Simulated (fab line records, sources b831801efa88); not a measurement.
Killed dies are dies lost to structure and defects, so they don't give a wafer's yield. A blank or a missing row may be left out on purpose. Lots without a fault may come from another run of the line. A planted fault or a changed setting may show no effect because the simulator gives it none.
Which tool did it? | flow gf180mcu | 6 lots, 18 wafers sampled, at 2 steps of a route of 602

WHAT THE GAUGES READ, wafer by wafer
GF_SALICIDE_THK_MEAS_05: measures by xrf.
lot  | measured     | on            | SALICIDE_TIN_THK (nm)
L770 | day 16 03:25 | film_metro-03 | 19.95 19.99 19.89
L771 | day 16 14:40 | film_metro-03 | 19.93 20.40 20.19
L776 | day 17 23:35 | film_metro-04 | 20.16 20.06 20.08
L783 | day 20 04:34 | film_metro-01 | 17.97 18.02 17.87
L789 | day 22 10:49 | film_metro-01 | 20.27 20.62 20.18
L791 | day 22 21:41 | film_metro-01 | 19.40 19.60 19.86

WHICH TOOL RAN EACH LOT (tool, then ch and the chambers of the sampled wafers, then the start)
lot  | GF_SALICIDE_SPUTTER_03
L770 | pvd_sputter-02, day 16 03:15
L771 | pvd_sputter-02, day 16 14:29
L776 | pvd_sputter-03, day 17 23:26
L783 | pvd_sputter-03, day 20 04:25
L789 | pvd_sputter-01, day 22 10:40
L791 | pvd_sputter-02, day 22 21:32
- GF_SALICIDE_SPUTTER_03: material TiN, target thk 20 nm, time 16.7 s.

THE ANSWER, worked out from the rows above alone
Rule: what is usual is taken from the lots themselves. Put in order of their means at a reading, lots are off if they are a third of the lots or fewer, leave a main group of 4 or more, and stand apart from it by a gap of 3 or more times the standard deviation of the main group's means; of several such gaps the widest counts. A main group whose means are all the same, to the digits that the tables above print for the reading, isn't used. A lot without any number at a reading at which 4 lots or more have one is off too. The other lots that the step has rows for count as sound.
Off: L783, at GF_SALICIDE_THK_MEAS_05 (SALICIDE_TIN_THK). The main group: mean 20.04 nm, standard deviation 0.25.
A tool fits if, at a process step before that reading, it ran every lot that is off, and no sound lot after the first of them. The gauges at GF_SALICIDE_THK_MEAS_05 are tried like those tools. One fits: pvd_sputter-03 at GF_SALICIDE_SPUTTER_03. Its last sound lot is L776 (day 17 23:26), its first lot that is off L783 (day 20 04:25): a fault that began between those two fits.

WHAT THE SIMULATOR HAD PUT IN
Process parameter drift: pvd_sputter-03, from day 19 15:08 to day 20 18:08, at GF_SALICIDE_SPUTTER_03. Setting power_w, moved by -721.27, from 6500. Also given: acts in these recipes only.
Lots struck among those shown: L783. The rule above found the same.
